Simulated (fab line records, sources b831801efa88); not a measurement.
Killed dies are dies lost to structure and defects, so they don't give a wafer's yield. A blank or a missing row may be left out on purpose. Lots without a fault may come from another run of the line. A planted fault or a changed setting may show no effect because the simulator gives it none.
Which tool did it? | flow gf180mcu | 12 lots, 36 wafers sampled, at 5 steps of a route of 602

WHAT THE GAUGES READ, wafer by wafer
GF_M3_THK_MEAS_06: measures by xrf.
lot  | measured     | on            | M3_ALCU_THK (nm)
L950 | day 20 06:44 | film_metro-02 | 438 436 440
L951 | day 20 13:19 | film_metro-02 | 435 434 432
L952 | day 21 02:02 | film_metro-01 | 445 445 445
L954 | day 22 01:50 | film_metro-02 | 441 439 446
L955 | day 22 06:04 | film_metro-02 | 442 445 440
L962 | day 24 17:19 | film_metro-01 | 418 419 425
L964 | day 25 08:24 | film_metro-01 | 426 414 420
L967 | day 26 09:14 | film_metro-02 | 439 443 439
L968 | day 26 16:44 | film_metro-01 | 443 436 437
L970 | day 27 07:34 | film_metro-03 | 441 444 444
L971 | day 27 15:38 | film_metro-01 | 440 445 447
L973 | day 28 06:50 | film_metro-01 | 450 447 449

WHICH TOOL RAN EACH LOT (tool, then ch and the chambers of the sampled wafers, then the start)
lot  | GF_V2_STRIP_18                       | GF_V2_CVD_23                  | GF_M3_SPUTTER_03             | GF_M3_SPUTTER_04
L950 | plasma_asher-04 ch 0,1, day 20 05:09 | cvd_w-02 ch 0,1, day 20 05:47 | pvd_sputter-03, day 20 06:32 | pvd_sputter-03, day 20 06:34
L951 | plasma_asher-04 ch 0,1, day 20 11:43 | cvd_w-02 ch 0,1, day 20 12:23 | pvd_sputter-03, day 20 13:08 | pvd_sputter-03, day 20 13:10
L952 | plasma_asher-01 ch 1, day 21 00:25   | cvd_w-02 ch 0,1, day 21 01:06 | pvd_sputter-01, day 21 01:51 | pvd_sputter-01, day 21 01:52
L954 | plasma_asher-04 ch 0,1, day 22 00:15 | cvd_w-02 ch 0,1, day 22 00:55 | pvd_sputter-03, day 22 01:38 | pvd_sputter-03, day 22 01:40
L955 | plasma_asher-01 ch 0,1, day 22 04:29 | cvd_w-01 ch 0,1, day 22 05:07 | pvd_sputter-01, day 22 05:52 | pvd_sputter-01, day 22 05:53
L962 | plasma_asher-02 ch 0,1, day 24 15:44 | cvd_w-01 ch 0,1, day 24 16:23 | pvd_sputter-02, day 24 17:08 | pvd_sputter-02, day 24 17:09
L964 | plasma_asher-04 ch 0,1, day 25 06:50 | cvd_w-01 ch 0,1, day 25 07:28 | pvd_sputter-02, day 25 08:13 | pvd_sputter-02, day 25 08:14
L967 | plasma_asher-01 ch 0,1, day 26 07:34 | cvd_w-01 ch 0,1, day 26 08:19 | pvd_sputter-01, day 26 09:02 | pvd_sputter-01, day 26 09:03
L968 | plasma_asher-02 ch 0,1, day 26 15:10 | cvd_w-02 ch 0,1, day 26 15:48 | pvd_sputter-01, day 26 16:33 | pvd_sputter-01, day 26 16:34
L970 | plasma_asher-04 ch 0,1, day 27 06:01 | cvd_w-02 ch 0,1, day 27 06:40 | pvd_sputter-03, day 27 07:22 | pvd_sputter-03, day 27 07:23
L971 | plasma_asher-04 ch 0, day 27 14:02   | cvd_w-02 ch 0,1, day 27 14:41 | pvd_sputter-01, day 27 15:26 | pvd_sputter-01, day 27 15:28
L973 | plasma_asher-01 ch 1, day 28 05:17   | cvd_w-01 ch 1, day 28 05:55   | pvd_sputter-01, day 28 06:40 | pvd_sputter-01, day 28 06:41
- GF_V2_STRIP_18: strips in O2/N2.
- GF_V2_CVD_23: deposits W, target thk 350 nm, time 104.94 s.
- GF_M3_SPUTTER_03: material Ti, target thk 10 nm, time 6.7 s.
- GF_M3_SPUTTER_04: material TiN, target thk 50 nm, time 41.7 s.

WHAT THE TOOLS THEMSELVES READ (means of the sampled wafers that have a number; where no wafer has one, the mark that the record gives instead)
GF_V2_STRIP_18.
lot  | tool            | drypump_motor_current_A (A) | heater_power_w (W) | oes_product_au (a.u.)
L950 | plasma_asher-04 | 5.52                        | 307                | 0.590
L951 | plasma_asher-04 | 5.54                        | 298                | 0.598
L952 | plasma_asher-01 | 5.47                        | 350                | 0.593
L954 | plasma_asher-04 | 5.62                        | 307                | 0.596
L955 | plasma_asher-01 | 5.87                        | 371                | 0.592
L962 | plasma_asher-02 | 6.04                        | 301                | 0.597
L964 | plasma_asher-04 | 5.64                        | 310                | 0.590
L967 | plasma_asher-01 | 5.87                        | 369                | 0.595
L968 | plasma_asher-02 | 5.95                        | 278                | 0.591
L970 | plasma_asher-04 | 5.63                        | 306                | 0.593
L971 | plasma_asher-04 | 5.75                        | 312                | 0.591
L973 | plasma_asher-01 | 5.49                        | 352                | 0.598

GF_V2_CVD_23.
lot  | tool     | chamber_pressure_Torr (Torr) | heater_power_w (W)
L950 | cvd_w-02 | 39.91                        | 846
L951 | cvd_w-02 | 39.93                        | 855
L952 | cvd_w-02 | 40.06                        | 840
L954 | cvd_w-02 | 40.01                        | 943
L955 | cvd_w-01 | 40.05                        | 885
L962 | cvd_w-01 | 40.01                        | 820
L964 | cvd_w-01 | 40.01                        | 877
L967 | cvd_w-01 | 39.97                        | 820
L968 | cvd_w-02 | 40.01                        | 960
L970 | cvd_w-02 | 40.07                        | 867
L971 | cvd_w-02 | 40.05                        | 945
L973 | cvd_w-01 | 40.11                        | 764

GF_M3_SPUTTER_03.
lot  | tool           | throttle_valve_pct (%)
L950 | pvd_sputter-03 | 30.5
L951 | pvd_sputter-03 | 30.2
L952 | pvd_sputter-01 | 29.8
L954 | pvd_sputter-03 | 30.0
L955 | pvd_sputter-01 | 28.9
L962 | pvd_sputter-02 | 30.2
L964 | pvd_sputter-02 | 30.3
L967 | pvd_sputter-01 | 29.5
L968 | pvd_sputter-01 | 29.9
L970 | pvd_sputter-03 | 30.7
L971 | pvd_sputter-01 | 30.8
L973 | pvd_sputter-01 | 28.6

GF_M3_SPUTTER_04.
lot  | tool           | throttle_valve_pct (%)
L950 | pvd_sputter-03 | 30.6
L951 | pvd_sputter-03 | 30.3
L952 | pvd_sputter-01 | 29.9
L954 | pvd_sputter-03 | 29.9
L955 | pvd_sputter-01 | 28.9
L962 | pvd_sputter-02 | 30.2
L964 | pvd_sputter-02 | 30.3
L967 | pvd_sputter-01 | 29.5
L968 | pvd_sputter-01 | 30.1
L970 | pvd_sputter-03 | 30.6
L971 | pvd_sputter-01 | 30.7
L973 | pvd_sputter-01 | 28.7

THE ANSWER, worked out from the rows above alone
Rule: what is usual is taken from the lots themselves. Put in order of their means at a reading, lots are off if they are a third of the lots or fewer, leave a main group of 4 or more, and stand apart from it by a gap of 3 or more times the standard deviation of the main group's means; of several such gaps the widest counts. A main group whose means are all the same, to the digits that the tables above print for the reading, isn't used. A lot without any number at a reading at which 4 lots or more have one is off too. The other lots that the step has rows for count as sound. The gauges are gone through in route order, then the tools' own readings, and for those a lot's mean is taken as printed above. The first step at which some lot is off is used, and at that step the reading that is off furthest; a lot without a number counts as furthest.
Off: L962, L964, at GF_M3_THK_MEAS_06 (M3_ALCU_THK). The main group: mean 442 nm, standard deviation 3.9.
A tool fits if, at a process step before that reading, it ran every lot that is off, and no sound lot after the first of them. The gauges at GF_M3_THK_MEAS_06 are tried like those tools. One fits: pvd_sputter-02 at GF_M3_SPUTTER_03 and GF_M3_SPUTTER_04. It ran no sound lot before its first lot that is off in this sample, so the start can't be narrowed down.

WHAT THE SIMULATOR HAD PUT IN
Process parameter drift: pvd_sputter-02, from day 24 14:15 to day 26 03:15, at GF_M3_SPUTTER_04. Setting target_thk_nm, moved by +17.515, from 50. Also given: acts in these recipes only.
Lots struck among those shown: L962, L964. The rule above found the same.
